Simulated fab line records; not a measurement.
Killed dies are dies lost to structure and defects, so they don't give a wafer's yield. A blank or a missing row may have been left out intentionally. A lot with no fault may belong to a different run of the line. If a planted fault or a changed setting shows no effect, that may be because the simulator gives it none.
fab line records    flow sfqLine    part 1 of 2: steps 1 to 29 of 39
[record] lots = 5  wafers = 15  lastDay = 96
route steps=325 shown I2@110 M3@118 I3@133 M4@148
lots untouched by any fault: they come from a run of this same line in which no faults occurred
startH: the number of hours between the record's first day and the start of the first shown wafer of the lot    waitH: how many hours have passed since the lot's step before this one    " same as the row above    L1.1+2: a row that stands for several wafers    - no value present, or no start provided    * or withheld: withheld    < > ~ a bound
route shown NAME@n: a module of which the file shows steps, and the number in the route of the first    usual: mean/standard deviation of fault-free wafers    same: alike in all rows    chamber/n: place in a boat    sites: the reading at each site    _std_site: the standard deviation of these    _edge_site: the outer-site mean with the inner-site mean subtracted    radiusMm: how far each site lies from the wafer's centre    mask NAME#n: copy n    behind: the most recent tool/chamber to have shaped the wafer    hold: the reason the lot was held/the length of the hold in hours/how it ended    device: transistor that didn't switch, given as n, p or np    end of line: at the end of the route, the tests of the same wafers    where a step has no rows: the recipe by itself    killed: the dies lost at the first sort to structure and to defects; this is not the yield of the wafer    map: the dies of a wafer, with x for killed, . for not killed, _ for no die there
set.NAME: setting as actually run; set.NAME@STEP: the setting as run at that earlier step    model.NAME: the simulator's own value behind a step, which no gauge read
certain route steps with their lots: each step a table, each wafer a row
services: the hour from which a tool's chamber was out of use, counted from the record's first day as startH (under 0 if before that day), plus the number of hours and why
[[steps]]
[step SFQ_TRILAYER_I2_VIA_LITHO_EXPOSE_068]
[recipe] maskId = I2  na = 0.6  sourceShape = conventional  sigmaOuter = 0.65  targetCdNm = 500  doseMj = 21.3
lot.wafer   tool           chamber  startH   waitH  mask
L076.2+3+4  krfScanner-01  0        944.65   -      I2#0
L078.1+2+5  krfScanner-01  0        989.01   -      I2#0
L080.2+4+5  krfScanner-01  0        1007.12  -      I2#0
L091.1+2+6  krfScanner-01  0        1269.90  -      I2#0
L094.1+2+6  krfScanner-02  0        1279.62  -      I2#0
[step SFQ_TRILAYER_I2_VIA_LITHO_PEB_070]
[recipe] pebTempC = 115  pebTimeS = 60  resist = KrF
[usual] heaterPowerTotalW = 79.15/0.069
[same] pebTimeS = 60
lot.wafer  tool           chamber  startH   waitH  heaterPowerTotalW
L076.2     lithoTrack-02  0        945.67   0.8    79.17
L076.3     "              0        "        "      79.17
L076.4     "              0        "        "      79.04
L078.1     lithoTrack-01  0        990.21   1.0    79.05
L078.2     "              0        "        "      79.23
L078.5     "              0        "        "      79.19
L080.2     lithoTrack-01  0        1008.14  0.8    79.20
L080.4     "              0        "        "      79.19
L080.5     "              0        "        "      79.00
L091.1     lithoTrack-03  0        1271.10  1.0    79.12
L091.2     "              0        "        "      79.15
L091.6     "              0        "        "      79.13
L094.1     lithoTrack-03  0        1280.82  1.0    79.24
L094.2     "              0        "        "      79.17
L094.6     "              0        "        "      79.23
[step SFQ_TRILAYER_I2_VIA_LITHO_DEVELOP_069]
[recipe] timeS = 60  resist = KrF
lot.wafer   tool           chamber  startH   waitH
L076.2+3+4  lithoTrack-02  0        945.82   0.1
L078.1+2+5  lithoTrack-01  0        990.36   0.1
L080.2+4+5  lithoTrack-01  0        1008.29  0.1
L091.1+2+6  lithoTrack-03  0        1271.25  0.1
L094.1+2+6  lithoTrack-03  0        1280.97  0.1
[step SFQ_I2_OVL_MEAS_918]
[usual] I2_OVL = 2/5
lot.wafer  tool        chamber  startH   waitH  I2_OVL[nm]
L076.2     overlay-01  -        945.95   0.1    1
L076.3     "           -        "        "      0
L076.4     "           -        "        "      4
L078.1     overlay-02  -        990.51   0.1    6
L078.2     "           -        "        "      5
L078.5     "           -        "        "      7
L080.2     overlay-02  -        1008.42  0.1    5
L080.4     "           -        "        "      3
L080.5     "           -        "        "      -2
L091.1     overlay-01  -        1271.40  0.1    15
L091.2     "           -        "        "      14
L091.6     "           -        "        "      12
L094.1     overlay-02  -        1281.12  0.1    -3
L094.2     "           -        "        "      -4
L094.6     "           -        "        "      -1
[step SFQ_TRILAYER_I2_VIA_BARC_OPEN_VIA_ETCH_096]
[recipe] maskMaterial = PR  chemistry = O2  targetDepthNm = 125  target = BARC  sourceW = 500  biasW = 80  pressureMtorr = 30  timeS = 41.7
[usual] drypumpMotorCurrentA = 5.8/0.55  oesProductAu = 0.686/0.0044
lot.wafer  tool        chamber  startH   waitH  drypumpMotorCurrentA  oesProductAu  rfHoursCounterH
L076.2     rieDiel-04  0        945.98   0.0    5.7                   0.681         7
L076.3     "           1        "        "      5.4                   0.685         14
L076.4     "           2        "        "      6.4                   0.680         3
L078.1     rieDiel-01  2        990.54   0.0    5.6                   0.684         4
L078.2     "           1        "        "      6.2                   0.675         4
L078.5     "           2        "        "      5.6                   0.683         -
L080.2     rieDiel-04  1        1008.45  0.0    5.4                   0.683         15
L080.4     "           0        "        "      5.7                   0.687         8
L080.5     "           0        "        "      5.6                   0.686         -
L091.1     rieDiel-02  0        1271.43  0.0    6.0                   0.678         11
L091.2     "           2        "        "      5.7                   0.688         8
L091.6     "           0        "        "      6.0                   0.676         -
L094.1     rieDiel-01  0        1281.16  0.0    6.3                   0.686         1
L094.2     "           1        "        "      6.3                   0.686         9
L094.6     "           1        "        "      6.3                   0.685         -
[step SFQ_TRILAYER_I2_VIA_ETCH_VIA_ETCH_070]
[recipe] target = SiO2  stopOn = Nb  maskMaterial = PR  taperDeg = 20  chemistry = CHF3  targetDepthNm = 260  sourceW = 500  biasW = 80  pressureMtorr = 30  timeS = withheld
[usual] drypumpMotorCurrentA = 5.8/0.55  oesProductAu = 0.866/0.0051
lot.wafer  tool        chamber  startH   waitH  drypumpMotorCurrentA  oesProductAu
L076.2     rieDiel-04  0        946.02   0.0    5.7                   0.867
L076.3     "           1        "        "      5.4                   0.859
L076.4     "           2        "        "      6.4                   0.882
L078.1     rieDiel-01  2        990.58   0.0    5.6                   0.877
L078.2     "           1        "        "      6.3                   0.870
L078.5     "           2        "        "      5.6                   0.862
L080.2     rieDiel-04  1        1008.49  0.0    5.4                   0.858
L080.4     "           0        "        "      5.7                   0.864
L080.5     "           0        "        "      5.7                   0.863
L091.1     rieDiel-02  0        1271.47  0.0    6.0                   0.881
L091.2     "           2        "        "      5.7                   0.866
L091.6     "           0        "        "      6.0                   0.870
L094.1     rieDiel-01  0        1281.20  0.0    6.3                   0.866
L094.2     "           1        "        "      6.2                   0.872
L094.6     "           1        "        "      6.3                   0.864
[step SFQ_TRILAYER_I2_VIA_STRIP_STRIP_071]
[recipe] gas = O2  powerW = 200  platenTempC = 40  overashFraction = 0.65  chemistry = O2  pressureMtorr = 50
[usual] drypumpMotorCurrentA = 5.9/0.34  oesProductAu = 1.000/0.0074
lot.wafer  tool         chamber  startH   waitH  drypumpMotorCurrentA  oesProductAu  rfHoursCounterH
L076.2     rieMetal-01  0        946.14   -      5.9                   1.013         118
L076.3     "            1        "        "      5.3                   0.988         -
L076.4     "            0        "        "      5.9                   1.010         -
L078.1     rieMetal-04  0        990.70   -      5.6                   1.016         21
L078.2     "            1        "        "      6.2                   1.007         77
L078.5     "            1        "        "      6.2                   0.998         -
L080.2     rieMetal-04  0        1008.61  -      5.5                   0.997         23
L080.4     "            1        "        "      6.2                   1.003         -
L080.5     "            1        "        "      6.2                   0.993         -
L091.1     rieMetal-01  0        1271.59  -      5.9                   1.001         29
L091.2     "            1        "        "      5.4                   1.001         4
L091.6     "            0        "        "      5.9                   1.006         -
L094.1     rieMetal-01  1        1281.31  -      5.3                   0.997         6
L094.2     "            0        "        "      5.9                   1.015         30
L094.6     "            0        "        "      5.9                   1.008         -
[step SFQ_TRILAYER_I2_VIA_STRIP_SOLV_CLEAN_072]
[recipe] chemistry = NMP  tempC = 70  timeS = 600
lot.wafer   tool         chamber  startH   waitH
L076.2+3+4  wetBench-02  1,7,5    946.74   0.4
L078.1+2+5  wetBench-04  4,7,5    991.30   0.4
L080.2+4+5  wetBench-01  4,6,0    1009.21  0.4
L091.1+2+6  wetBench-02  7,1,4    1272.19  0.4
L094.1+2+6  wetBench-01  4,5,6    1281.91  0.4
[step SFQ_TRILAYER_M3_DEP_PRE_CLEAN_074]
[recipe] gas = Ar  timeS = 22.5  biasV = 250
lot.wafer   tool           chamber  startH   waitH
L076.2+3+4  pvdSputter-03  -        946.91   0.0
L078.1+2+5  pvdSputter-03  -        991.47   0.0
L080.2+4+5  pvdSputter-05  -        1009.38  0.0
L091.1+2+6  pvdSputter-03  -        1272.36  0.0
L094.1+2+6  pvdSputter-06  -        1282.09  0.0
[step SFQ_TRILAYER_M3_DEP_SPUTTER_073]
[recipe] material = Nb  basePressurePa = 1.33e-06  chamberPressurePa = 0.1333  substrateTempC = 20  resputterCathodeVoltageV = 400  targetThkNm = 200  powerW = 2000  timeS = 135.6
[usual] resputterCathodeVoltageV = 400/4  throttleValvePct = 29.9/1.1
lot.wafer  tool           chamber  startH   waitH  resputterCathodeVoltageV  throttleValvePct
L076.2     pvdSputter-03  -        946.94   0.0    404                       31.1
L076.3     "              -        "        "      402                       28.3
L076.4     "              -        "        "      395                       29.9
L078.1     pvdSputter-03  -        991.50   0.0    398                       29.9
L078.2     "              -        "        "      397                       29.7
L078.5     "              -        "        "      396                       31.1
L080.2     pvdSputter-05  -        1009.41  0.0    400                       30.7
L080.4     "              -        "        "      399                       30.3
L080.5     "              -        "        "      400                       29.7
L091.1     pvdSputter-03  -        1272.39  0.0    400                       31.0
L091.2     "              -        "        "      396                       29.6
L091.6     "              -        "        "      401                       31.3
L094.1     pvdSputter-06  -        1282.12  0.0    399                       28.8
L094.2     "              -        "        "      403                       31.5
L094.6     "              -        "        "      397                       28.0
[step SFQ_M3_RS_MEAS_919]
[recipe] thkMeasGauge = four-point-probe  reads = Nb_of_TRILAYER_M3_DEP_SPUTTER_073
[usual] M3_NB_RS = 0.873/0.0074
lot.wafer  tool          chamber  startH   waitH  M3_NB_RS[ohm/sq]
L076.2     filmMetro-01  -        947.05   0.1    0.868
L076.3     "             -        "        "      0.873
L076.4     "             -        "        "      0.865
L078.1     filmMetro-03  -        991.59   0.0    0.880
L078.2     "             -        "        "      0.880
L078.5     "             -        "        "      0.880
L080.2     filmMetro-02  -        1009.52  0.1    0.862
L080.4     "             -        "        "      0.869
L080.5     "             -        "        "      0.861
L091.1     filmMetro-03  -        1272.48  0.0    0.883
L091.2     "             -        "        "      0.883
L091.6     "             -        "        "      0.884
L094.1     filmMetro-02  -        1282.21  0.0    0.872
L094.2     "             -        "        "      0.876
L094.6     "             -        "        "      0.864
[step SFQ_TRILAYER_M3_LITHO_COAT_080]
[recipe] resist = BARC  spinRpm = 3000  resistThkNm = 62
lot.wafer   tool           chamber  startH   waitH
L076.2+3+4  lithoTrack-04  0        947.26   0.1
L078.1+2+5  lithoTrack-01  0        991.77   0.1
L080.2+4+5  lithoTrack-02  0        1009.73  0.1
L091.1+2+6  lithoTrack-04  0        1272.66  0.1
L094.1+2+6  lithoTrack-04  0        1282.39  0.1
[step SFQ_TRILAYER_M3_LITHO_COAT_075]
[recipe] resist = KrF  spinRpm = 3000  resistThkNm = 600
lot.wafer   tool           chamber  startH   waitH
L076.2+3+4  lithoTrack-04  0        947.56   0.2
L078.1+2+5  lithoTrack-01  0        992.07   0.2
L080.2+4+5  lithoTrack-02  0        1010.03  0.2
L091.1+2+6  lithoTrack-04  0        1272.96  0.2
L094.1+2+6  lithoTrack-04  0        1282.69  0.2
[step SFQ_TRILAYER_M3_LITHO_SOFTBAKE_079]
[recipe] tempC = withheld  timeS = withheld  resist = KrF
lot.wafer   tool           chamber  startH   waitH
L076.2+3+4  lithoTrack-04  0        947.84   0.2
L078.1+2+5  lithoTrack-01  0        992.37   0.2
L080.2+4+5  lithoTrack-02  0        1010.31  0.2
L091.1+2+6  lithoTrack-04  0        1273.26  0.2
L094.1+2+6  lithoTrack-04  0        1282.99  0.2
[step SFQ_TRILAYER_M3_LITHO_EXPOSE_076]
[recipe] maskId = M3  na = 0.6  sourceShape = conventional  sigmaOuter = 0.65  targetCdNm = 500  doseMj = 14.4
lot.wafer   tool           chamber  startH   waitH  mask
L076.2+3+4  krfScanner-01  0        1100.71  -      M3#0
L078.1+2+5  krfScanner-01  0        1142.20  -      M3#0
L080.2+4+5  krfScanner-01  0        1160.40  -      M3#0
L091.1+2+6  krfScanner-01  0        1275.70  -      M3#0
L094.1+2+6  krfScanner-01  0        1283.14  -      M3#0
[step SFQ_TRILAYER_M3_LITHO_PEB_078]
[recipe] pebTempC = 115  pebTimeS = 60  resist = KrF
[usual] heaterPowerTotalW = 79.16/0.063
[same] pebTimeS = 60
lot.wafer  tool           chamber  startH   waitH  heaterPowerTotalW
L076.2     lithoTrack-01  0        1101.73  0.8    79.21
L076.3     "              0        "        "      79.09
L076.4     "              0        "        "      78.99
L078.1     lithoTrack-02  0        1143.40  1.0    79.15
L078.2     "              0        "        "      79.14
L078.5     "              0        "        "      79.14
L080.2     lithoTrack-04  0        1161.42  0.8    79.12
L080.4     "              0        "        "      79.04
L080.5     "              0        "        "      79.18
L091.1     lithoTrack-01  0        1276.90  1.0    79.20
L091.2     "              0        "        "      79.18
L091.6     "              0        "        "      79.08
L094.1     lithoTrack-01  0        1284.34  1.0    79.18
L094.2     "              0        "        "      79.19
L094.6     "              0        "        "      79.21
[step SFQ_TRILAYER_M3_LITHO_DEVELOP_077]
[recipe] timeS = 60  resist = KrF
lot.wafer   tool           chamber  startH   waitH
L076.2+3+4  lithoTrack-01  0        1101.88  0.1
L078.1+2+5  lithoTrack-02  0        1143.55  0.1
L080.2+4+5  lithoTrack-04  0        1161.57  0.1
L091.1+2+6  lithoTrack-01  0        1277.05  0.1
L094.1+2+6  lithoTrack-01  0        1284.49  0.1
[step SFQ_M3_OVL_MEAS_921]
[usual] M3_OVL = 1/5.6
lot.wafer  tool        chamber  startH   waitH  M3_OVL[nm]
L076.2     overlay-02  -        1102.01  0.1    -3
L076.3     "           -        "        "      2
L076.4     "           -        "        "      1
L078.1     overlay-02  -        1143.70  0.1    0
L078.2     "           -        "        "      -2
L078.5     "           -        "        "      2
L080.2     overlay-01  -        1161.70  0.1    3
L080.4     "           -        "        "      -1
L080.5     "           -        "        "      10
L091.1     overlay-01  -        1277.20  0.1    2
L091.2     "           -        "        "      -2
L091.6     "           -        "        "      -1
L094.1     overlay-01  -        1284.64  0.1    10
L094.2     "           -        "        "      5
L094.6     "           -        "        "      13
[step SFQ_TRILAYER_M3_BARC_OPEN_METAL_ETCH_100]
[recipe] maskMaterial = PR  chemistry = O2  targetDepthNm = 125  target = BARC  icpW = 600  biasW = 80  pressureMtorr = 10  timeS = 41.7
[usual] drypumpMotorCurrentA = 5.6/0.44  oesProductAu = 0.686/0.0044
lot.wafer  tool         chamber  startH   waitH  drypumpMotorCurrentA  oesProductAu  rfHoursCounterH
L076.2     rieMetal-04  0        1102.04  0.0    5.5                   0.689         36
L076.3     "            1        "        "      6.2                   0.687         -
L076.4     "            0        "        "      5.6                   0.683         -
L078.1     rieMetal-04  0        1143.73  0.0    5.6                   0.689         43
L078.2     "            1        "        "      6.2                   0.691         99
L078.5     "            0        "        "      5.5                   0.692         -
L080.2     rieMetal-01  0        1161.73  0.0    5.9                   0.689         14
L080.4     "            0        "        "      5.9                   0.687         -
L080.5     "            1        "        "      5.4                   0.689         -
L091.1     rieMetal-03  0        1277.23  0.0    5.6                   0.690         87
L091.2     "            1        "        "      4.8                   0.696         13
L091.6     "            1        "        "      4.8                   0.682         -
L094.1     rieMetal-01  1        1284.67  0.0    5.4                   0.678         6
L094.2     "            0        "        "      5.9                   0.689         31
L094.6     "            0        "        "      5.9                   0.680         -
[step SFQ_TRILAYER_M3_ETCH_METAL_ETCH_078]
[recipe] target = Nb  stopOn = SiO2  maskMaterial = PR  chemistry = Cl2/Ar  targetDepthNm = 240  icpW = 600  biasW = 80  pressureMtorr = 10  timeS = 120
[usual] drypumpMotorCurrentA = 5.6/0.44  oesProductAu = 0.905/0.0065
lot.wafer  tool         chamber  startH   waitH  drypumpMotorCurrentA  oesProductAu  rfHoursCounterH
L076.2     rieMetal-04  0        1102.10  0.0    5.6                   0.902         36
L076.3     "            1        "        "      6.2                   0.906         -
L076.4     "            0        "        "      5.6                   0.904         -
L078.1     rieMetal-04  0        1143.81  0.1    5.5                   0.899         43
L078.2     "            1        "        "      6.2                   0.888         99
L078.5     "            0        "        "      5.5                   0.904         -
L080.2     rieMetal-01  0        1161.79  0.0    5.9                   0.911         14
L080.4     "            0        "        "      5.9                   0.912         -
L080.5     "            1        "        "      5.4                   0.912         -
L091.1     rieMetal-03  0        1277.29  0.0    5.6                   0.892         87
L091.2     "            1        "        "      4.8                   0.905         13
L091.6     "            1        "        "      4.8                   0.894         -
L094.1     rieMetal-01  1        1284.73  0.0    5.4                   0.906         6
L094.2     "            0        "        "      5.9                   0.896         31
L094.6     "            0        "        "      5.9                   0.895         -
[step SFQ_TRILAYER_M3_STRIP_STRIP_079]
[recipe] gas = O2  powerW = 200  platenTempC = 40  overashFraction = 0.65  chemistry = O2  pressureMtorr = 50
[usual] drypumpMotorCurrentA = 5.6/0.44  oesProductAu = 0.999/0.008
lot.wafer  tool         chamber  startH   waitH  drypumpMotorCurrentA  oesProductAu  rfHoursCounterH
L076.2     rieMetal-04  0        1102.23  0.1    5.6                   1.005         36
L076.3     "            1        "        "      6.2                   1.002         -
L076.4     "            0        "        "      5.6                   1.003         -
L078.1     rieMetal-04  0        1143.98  0.1    5.6                   1.022         43
L078.2     "            1        "        "      6.2                   1.010         99
L078.5     "            0        "        "      5.5                   1.008         -
L080.2     rieMetal-01  0        1161.92  0.1    5.9                   1.009         14
L080.4     "            0        "        "      5.9                   0.999         -
L080.5     "            1        "        "      5.3                   0.998         -
L091.1     rieMetal-03  0        1277.42  0.1    5.6                   1.004         87
L091.2     "            1        "        "      4.8                   0.993         13
L091.6     "            1        "        "      4.8                   0.996         -
L094.1     rieMetal-01  1        1284.86  0.1    5.4                   0.994         6
L094.2     "            0        "        "      5.9                   0.987         31
L094.6     "            0        "        "      5.9                   0.989         -
[step SFQ_TRILAYER_M3_STRIP_SOLV_CLEAN_080]
[recipe] chemistry = NMP  tempC = 70  timeS = 600
lot.wafer   tool         chamber  startH   waitH
L076.2+3+4  wetBench-01  6,0,3    1102.83  0.4
L078.1+2+5  wetBench-01  2,7,4    1144.78  0.5
L080.2+4+5  wetBench-02  0,1,4    1162.52  0.4
L091.1+2+6  wetBench-03  7,1,5    1278.02  0.4
L094.1+2+6  wetBench-03  5,2,1    1285.46  0.4
[step SFQ_TRILAYER_I3_DEP_PECVD_081]
[recipe] material = SiO2  tempC = 150  timeS = 111.11  pressureTorr = 2.4  rfW = 183.3  precursor = SiH4/N2O  targetThkNm = 500
[usual] heaterPowerW = 75/11  throttleValvePct = 24.8/1.4
lot.wafer  tool      chamber  startH   waitH  heaterPowerW  throttleValvePct
L076.2     pecvd-02  0        1103.00  0.0    93            25.4
L076.3     "         1        "        "      82            26.2
L076.4     "         1        "        "      84            26.3
L078.1     pecvd-03  1        1144.95  0.0    70            23.4
L078.2     "         0        "        "      72            22.1
L078.5     "         2        "        "      64            24.9
L080.2     pecvd-02  0        1162.69  0.0    93            25.6
L080.4     "         1        "        "      86            26.3
L080.5     "         2        "        "      70            24.0
L091.1     pecvd-03  0        1278.19  0.0    80            21.9
L091.2     "         2        "        "      57            25.4
L091.6     "         2        "        "      60            25.2
L094.1     pecvd-02  2        1285.63  0.0    77            24.1
L094.2     "         0        "        "      90            25.5
L094.6     "         2        "        "      79            24.5
[step SFQ_TRILAYER_I3_CMP_CMP_082]
[recipe] material = SiO2  downForcePsi = 3  platenRpm = 60  padVelocityMS = 0.94248
[usual] motorCurrentA = 10.4/1.1  timeToEndpointS = 217/6.5
lot.wafer  tool    chamber  startH   waitH  motorCurrentA  timeToEndpointS
L076.3     cmp-01  0        1103.08  0.0    10.2           215
L076.2     "       1        "        "      9.9            215
L076.4     "       3        1104.58  1.5    9.8            215
L078.1     cmp-01  2        1148.23  3.2    12.4           212
L078.2     "       3        "        "      9.4            206
L078.5     "       1        1149.73  4.7    10.3           222
L080.4     cmp-02  3        1167.61  4.8    12.1           226
L080.2     "       0        "        "      8.9            223
L080.5     "       1        "        "      10.5           229
L091.2     cmp-01  0        1279.27  1.0    9.7            205
L091.1     "       1        "        "      10.5           209
L091.6     "       2        "        "      12.3           212
L094.2     cmp-02  2        1290.40  4.7    10.0           220
L094.1     "       3        "        "      12.3           221
L094.6     "       0        "        "      9.0            231
[step SFQ_I3_BOW_MEAS_922]
[recipe] mode = bow
[usual] I3_BOW = 5/8.8
lot.wafer  tool          chamber  startH   waitH  I3_BOW[um]
L076.2     filmMetro-04  -        1106.10  2.0    1
L076.3     "             -        "        "      4
L076.4     "             -        "        "      -11
L078.1     filmMetro-01  -        1150.23  1.5    -1
L078.2     "             -        "        "      0
L078.5     "             -        "        "      -5
L080.2     filmMetro-01  -        1169.63  1.0    8
L080.4     "             -        "        "      -17
L080.5     "             -        "        "      -3
L091.1     filmMetro-01  -        1281.27  1.0    19
L091.2     "             -        "        "      6
L091.6     "             -        "        "      0
L094.1     filmMetro-04  -        1292.40  1.0    17
L094.2     "             -        "        "      5
L094.6     "             -        "        "      0
[step SFQ_TRILAYER_I3_METRO_MEASURE_083]
[usual] thkNm = 200.3/0.97
lot.wafer  tool          chamber  startH   waitH  thkNm
L076.2     filmMetro-04  -        1106.40  0.3    201.7
L076.3     "             -        "        "      200.7
L076.4     "             -        "        "      199.1
L078.1     filmMetro-01  -        1150.35  0.1    200.6
L078.2     "             -        "        "      199.8
L078.5     "             -        "        "      201.5
L080.2     filmMetro-01  -        1169.93  0.3    201.2
L080.4     "             -        "        "      203.2
L080.5     "             -        "        "      200.7
L091.1     filmMetro-01  -        1281.39  0.1    202.0
L091.2     "             -        "        "      200.4
L091.6     "             -        "        "      201.4
L094.1     filmMetro-04  -        1292.52  0.1    200.4
L094.2     "             -        "        "      200.8
L094.6     "             -        "        "      201.6
[step SFQ_TRILAYER_I3_VIA_LITHO_COAT_090]
[recipe] resist = BARC  spinRpm = 3000  resistThkNm = 62
lot.wafer   tool           chamber  startH   waitH
L076.2+3+4  lithoTrack-03  0        1107.45  0.8
L078.1+2+5  lithoTrack-04  0        1151.55  1.0
L080.2+4+5  lithoTrack-02  0        1170.98  0.8
L091.1+2+6  lithoTrack-03  0        1282.59  1.0
L094.1+2+6  lithoTrack-03  0        1293.72  1.0
[step SFQ_TRILAYER_I3_VIA_LITHO_COAT_085]
[recipe] resist = KrF  spinRpm = 3000  resistThkNm = 661.6
lot.wafer   tool           chamber  startH   waitH
L076.2+3+4  lithoTrack-03  0        1107.75  0.2
L078.1+2+5  lithoTrack-04  0        1151.85  0.2
L080.2+4+5  lithoTrack-02  0        1171.28  0.2
L091.1+2+6  lithoTrack-03  0        1282.89  0.2
L094.1+2+6  lithoTrack-03  0        1294.02  0.2
[step SFQ_TRILAYER_I3_VIA_LITHO_SOFTBAKE_089]
[recipe] tempC = withheld  timeS = withheld  resist = KrF
lot.wafer   tool           chamber  startH   waitH
L076.2+3+4  lithoTrack-03  0        1108.03  0.2
L078.1+2+5  lithoTrack-04  0        1152.15  0.2
L080.2+4+5  lithoTrack-02  0        1171.56  0.2
L091.1+2+6  lithoTrack-03  0        1283.19  0.2
L094.1+2+6  lithoTrack-03  0        1294.32  0.2
